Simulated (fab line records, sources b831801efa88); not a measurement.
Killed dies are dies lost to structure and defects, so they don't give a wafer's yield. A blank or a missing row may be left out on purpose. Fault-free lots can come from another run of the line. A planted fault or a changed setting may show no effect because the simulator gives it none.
What tool caused it? | flow sky130 | 36 wafers sampled from 12 lots at 1 step of a route of 708

== WHAT THE GAUGES READ, wafer by wafer ==
SKY_PWDE_TW_MEAS_10.
lot  | measured    | on           | PWDE_TW
L075 | day 3 23:35 | filmMetro-03 | 367.2 367.3 366.5
L077 | day 4 11:40 | filmMetro-01 | 372.9 373.7 374.9
L079 | day 4 21:53 | filmMetro-03 | 367.2 368.4 367.6
L081 | day 5 11:35 | filmMetro-03 | 365.1 368.2 369.4
L083 | day 5 21:32 | filmMetro-04 | 370.8 371.0 372.2
L085 | day 6 09:29 | filmMetro-04 | 371.6 371.3 371.6
L087 | day 6 21:43 | filmMetro-03 | 367.0 369.6 367.0
L089 | day 7 05:50 | filmMetro-03 | 370.4 369.2 369.4
L091 | day 7 23:11 | filmMetro-03 | 368.9 370.3 368.2
L093 | day 8 08:32 | filmMetro-01 | 371.9 372.8 373.2
L095 | day 9 00:06 | filmMetro-01 | 373.6 375.2 376.9
L097 | day 9 08:47 | filmMetro-04 | 371.1 373.2 371.9

== WHICH TOOL RAN EACH LOT (tool, then ch and the chambers of the sampled wafers, then the start) ==
The record holds no process step before these readings.

== THE ANSWER, worked out from the rows above alone ==
Rule: the usual values come from the lots themselves. The widest of any qualifying gaps counts: lots, ordered by their means at a reading, are off when they make up no more than a third of the lots, leave a main group of 4 or more, and stand apart from it by 3 or more times the standard deviation of that group's means. A main group whose means are all the same, to the digits that the tables above print for the reading, isn't used. A lot without any number at a reading at which 4 lots or more have one is off too. The other lots that the step has rows for count as sound.
Across all readings shown, no lot is off: no conclusion can be drawn from this.

== WHAT THE SIMULATOR HAD INSERTED ==
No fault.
